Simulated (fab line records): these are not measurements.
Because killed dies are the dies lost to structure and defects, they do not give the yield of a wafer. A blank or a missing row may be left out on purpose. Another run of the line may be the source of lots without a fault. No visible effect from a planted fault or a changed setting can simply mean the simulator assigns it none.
A single fault, viewed from 2 desks    flow gf180mcu    numbers are kept per desk, each desk with only its own; the story behind them comes last

== METROLOGY DESK ==
What the gauges read for every lot (on any tool): the sampled wafers with a number, averaged. Any lot whose mean is over 4 standard deviations away from the usual mean is out of limits and marked OUT; that distance is given in the brackets.
Columns: A = cd-nm at GF_V5_CD_MEAS_14, usual 259.8 nm; B = PASSIVATION_BOW at GF_PASSIVATION_BOW_MEAS_14, usual 134 um
lot   first seen here  A      B
L548  day 27 08:29     261.0  125
L549  day 27 09:38     260.6  123
L550  day 27 23:23     260.2  124
L551  day 28 13:56     260.9  128
L552  day 29 00:35     261.0  139
L553  day 29 00:59     260.6  133
L559  day 30 23:02     260.3  146
L560  day 31 05:48     260.0  126
L564  day 31 19:55     258.3  123
L563  day 31 22:35     260.8  107
L565  day 32 03:13     260.2  138
L567  day 32 10:28     258.0  130
L568  day 32 18:52     257.9  144
L570  day 33 04:28     261.5  150
Result from this desk: across the 14 lots, nothing is out of limits.

== DESK OF THE TOOL OWNER: pecvd-01 ==
The tool's own readings at GF_V3_CVD_02 (deposits SiO2 from TEOS, target thk 850 nm, time 94.851 s): means of the sampled wafers that have a number, for each lot that ran on this tool. Any lot whose mean is over 4 standard deviations away from the usual mean is out of limits and marked OUT; that distance is given in the brackets.
Columns: A = heater-power-w at GF_V3_CVD_02, usual 654 W
lot   first seen here  A
L548  day 21 16:26     634
L559  day 25 19:50     707
L560  day 26 03:34     661
L563  day 27 00:10     714
Result from this desk: across the 4 lots, nothing is out of limits.

== ALL TOGETHER ==
Nothing out of limits was seen by the metrology desk.
Nothing out of limits was seen by the tool owner's desk.

== WHAT HAD BEEN PUT IN BY THE SIMULATOR ==
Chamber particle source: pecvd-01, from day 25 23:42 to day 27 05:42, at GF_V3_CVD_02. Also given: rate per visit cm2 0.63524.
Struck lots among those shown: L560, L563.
